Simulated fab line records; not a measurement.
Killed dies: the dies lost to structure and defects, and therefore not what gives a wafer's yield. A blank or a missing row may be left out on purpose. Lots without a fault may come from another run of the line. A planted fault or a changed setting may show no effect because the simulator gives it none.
A lot that was struck, set against a sound lot || flow gf180mcu || 14 steps out of a route of 602
Sound: wafers L385.1, L385.2, L385.5. Struck: wafer L392.5. (L392.1, L392.3 of the same lot were not struck and are left out.) The cause comes at the end.
At each step with rows: each side's tool, then ch and its chambers, then its first start. Under that, the readings that differ: sound wafers || struck wafers || difference of the means || sigmas: that difference in standard deviations of wafers without a fault.
alike: words and numbers the same on both sides, and readings whose means are apart by under 2 such deviations; not compared: readings that were withheld, readings missing a value for some wafer, numbers with overlapping values and no deviation given by the record, and bounds like >300 which may hide the same value.
The two part at a step that has a row with sigmas, a row that says differs or no value, or rows on one side only. When numbers do not overlap yet have no deviation, they are printed without sigmas and do not part them. Lack of a reading on every wafer of one side parts them only where that side has two or more wafers.

first, 4 steps without rows for these wafers: GF_V1_SOFTBAKE_10 (time 60 s); GF_V1_EXPOSE_11 (exposes mask Via1, target cd 260 nm); GF_V1_PEB_12 (peb time 90 s); GF_V1_DEVELOP_13 (develop time 60 s).
GF_V1_CD_MEAS_14: target cd 260 nm.
  sound: cd_sem-01 at day 23 11:59; struck: cd_sem-01 at day 25 16:32
  alike: cd_nm
GF_V1_OVL_MEAS_15:
  sound: overlay-01 at day 23 12:07; struck: overlay-01 at day 25 16:40
{"reading": "V1_OVL (nm)", "sound": "-12 -17 -17", "struck": -3, "difference": "+12", "sigmas": "+2"}
GF_V1_ETCH_16: etches BARC in N2/H2.
  sound on rie_diel-02 ch 2,3, day 23 12:09; struck on rie_diel-04 ch 1, day 25 16:42
  alike: drypump_motor_current_A, oes_product_au, throttle_valve_pct
GF_V1_ETCH_17: etches SiO2 in C4F8/O2/Ar, stops on TiN, target depth 630 nm.
  sound: rie_diel-02 ch 2,3; struck: rie_diel-04 ch 1
  alike: oes_product_au
GF_V1_STRIP_18: strips in O2/N2.
  sound on plasma_asher-01 ch 0,1, day 23 12:17; struck on plasma_asher-02 ch 0, day 25 16:53
{"reading": "drypump_motor_current_A (A)", "sound": "5.6 5.1 5.6", "struck": 6.5, "difference": "+1.1", "sigmas": "+2"}
{"reading": "heater_power_w (W)", "sound": "271 326 268", "struck": 392, "difference": "+104", "sigmas": "+2"}
  alike: oes_product_au
  not compared: rf_hours_counter_h
then, 2 steps without rows for these wafers: GF_V1_STRIP_19 (strips in post etch residue remover, time 1200 s); GF_V1_CLEAN_20 (cleans in DIW).
GF_V1_SPUTTER_21: material Ti, target thk 15 nm, time 80.02 s.
  sound: pvd_sputter-02 at day 23 12:49; struck: pvd_sputter-02 at day 25 17:25
  alike: throttle_valve_pct
GF_V1_SPUTTER_22: material TiN, target thk 10 nm, time 40 s.
  sound: pvd_sputter-02 at day 23 12:52; struck: pvd_sputter-02 at day 25 17:29
{"reading": "model.TiN_of_V1_SPUTTER_22.thk_nm (nm)", "sound": "10.13 10.26 10.07", "struck": 6.866, "difference": -3.287, "sigmas": ""}
  alike: throttle_valve_pct
GF_V1_CVD_23: deposits W, target thk 350 nm, time 105.05 s.
  sound on cvd_w-02 ch 0,1, day 23 12:55; struck on cvd_w-02 ch 0, day 25 17:31
  alike: heater_power_w

## WHERE THEY PART
At GF_V1_OVL_MEAS_15 first; at GF_V1_STRIP_18 last (within this record only). Later steps at which nothing parts them and some readings are alike: GF_V1_SPUTTER_21, GF_V1_SPUTTER_22, GF_V1_CVD_23.

WHY: what the simulator had put in
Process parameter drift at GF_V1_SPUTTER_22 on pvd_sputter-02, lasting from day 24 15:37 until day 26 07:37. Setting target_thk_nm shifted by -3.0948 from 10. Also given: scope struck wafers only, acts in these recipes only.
